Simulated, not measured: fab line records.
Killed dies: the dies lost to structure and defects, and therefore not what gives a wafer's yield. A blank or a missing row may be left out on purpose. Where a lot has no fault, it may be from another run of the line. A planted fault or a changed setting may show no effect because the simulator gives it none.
Matching of chambers / flow gf180mcu / cmp-02 running GF_CONTACT_CMP_04: 4 sister chambers
The step polishes SiO2. 4 wafers are shown with their chamber, then 8 later ones without.

## WAFERS, EACH WITH ITS CHAMBER
wafer=L483.5; chamber=2; motor-current-A (A)=12.7
wafer=L484.1; chamber=1; motor-current-A (A)=12.5
wafer=L484.2; chamber=3; motor-current-A (A)=10.7
wafer=L494.1; chamber=0; motor-current-A (A)=11.1

## WAFERS MISSING THEIR CHAMBER
wafer=L494.2; motor-current-A (A)=12.2
wafer=L494.4; motor-current-A (A)=11.2
wafer=L497.1; motor-current-A (A)=10.8
wafer=L497.4; motor-current-A (A)=11.5
wafer=L497.5; motor-current-A (A)=12.2
wafer=L498.1; motor-current-A (A)=12.7
wafer=L498.2; motor-current-A (A)=10.3
wafer=L498.6; motor-current-A (A)=12.1

## CHAMBER TAKEN BY EACH
wafer=L494.2; from the rows above=can't be placed: 1 or 2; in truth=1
wafer=L494.4; from the rows above=can't be placed: 0 or 3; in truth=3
wafer=L497.1; from the rows above=can't be placed: 3 or 0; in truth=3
wafer=L497.4; from the rows above=can't be placed: 0 or 3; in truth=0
wafer=L497.5; from the rows above=can't be placed: 1 or 2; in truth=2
wafer=L498.1; from the rows above=can't be placed: 2 or 1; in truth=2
wafer=L498.2; from the rows above=can't be placed: 3 or 0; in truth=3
wafer=L498.6; from the rows above=can't be placed: 1 or 2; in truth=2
Correctly placed: 0 of 8. Cannot be placed on the basis of these rows: 8; the candidates contain the true chamber in 8. Placed wrongly: 0.
How it was worked out, from the rows above alone: a wafer's distance from a chamber is the root of the sum, over the readings, of the square of ((its reading less the chamber's mean) divided by the reading's scatter). If the next closest chamber is less than 2 further off than the closest, the wafer can't be placed; otherwise it belongs to the closest. Each chamber's mean is taken over the wafers shown for it. The scatter: root of mean squared gap, hidden wafer to nearest shown wafer, with one shown wafer a chamber.
